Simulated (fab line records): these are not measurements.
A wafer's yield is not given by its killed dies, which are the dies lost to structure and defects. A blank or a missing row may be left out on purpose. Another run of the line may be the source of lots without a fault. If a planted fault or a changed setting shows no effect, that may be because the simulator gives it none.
Chamber matching / flow gf180mcu / cmp-01 running GF_V5_CMP_26: 4 sister chambers
The step polishes, stops on SiO2, t overpolish 15 s, target thk 0 nm. 4 wafers are shown with their chamber, then 8 later ones without.

WAFERS PAIRED WITH THEIR CHAMBERS
wafer=L078.5; chamber=0; motor-current-A (A)=10.2
wafer=L083.3; chamber=2; motor-current-A (A)=9.4
wafer=L083.6; chamber=1; motor-current-A (A)=9.9
wafer=L085.1; chamber=3; motor-current-A (A)=12.0

WAFERS WHOSE CHAMBER IS MISSING
wafer=L085.2; motor-current-A (A)=10.1
wafer=L085.6; motor-current-A (A)=11.7
wafer=L093.1; motor-current-A (A)=12.2
wafer=L093.2; motor-current-A (A)=10.5
wafer=L093.6; motor-current-A (A)=12.0
wafer=L097.1; motor-current-A (A)=10.2
wafer=L097.4; motor-current-A (A)=10.9
wafer=L097.6; motor-current-A (A)=10.1

EACH ONE'S CHAMBER
wafer=L085.2; from the rows above=can't be placed: 0 or 1 or 2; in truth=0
wafer=L085.6; from the rows above=3; in truth=3
wafer=L093.1; from the rows above=3; in truth=3
wafer=L093.2; from the rows above=can't be placed: 0 or 1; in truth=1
wafer=L093.6; from the rows above=3; in truth=3
wafer=L097.1; from the rows above=can't be placed: 0 or 1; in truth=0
wafer=L097.4; from the rows above=can't be placed: 0 or 1 or 3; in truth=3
wafer=L097.6; from the rows above=can't be placed: 0 or 1 or 2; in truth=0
3 of 8 placed correctly. From these rows, 5 cannot be placed; in 5 the true chamber is one of the candidates. Wrongly placed: 0.
How it was worked out, from the rows above alone: a wafer's distance from a chamber is the root of the sum, over the readings, of the square of ((its reading less the chamber's mean) divided by the reading's scatter). The wafer belongs to the nearest chamber; if the next one is less than 2 further off, it can't be placed. For every chamber, the mean is computed from those of its wafers that are shown. The scatter: root of mean squared gap, hidden wafer to nearest shown wafer, with one shown wafer a chamber.
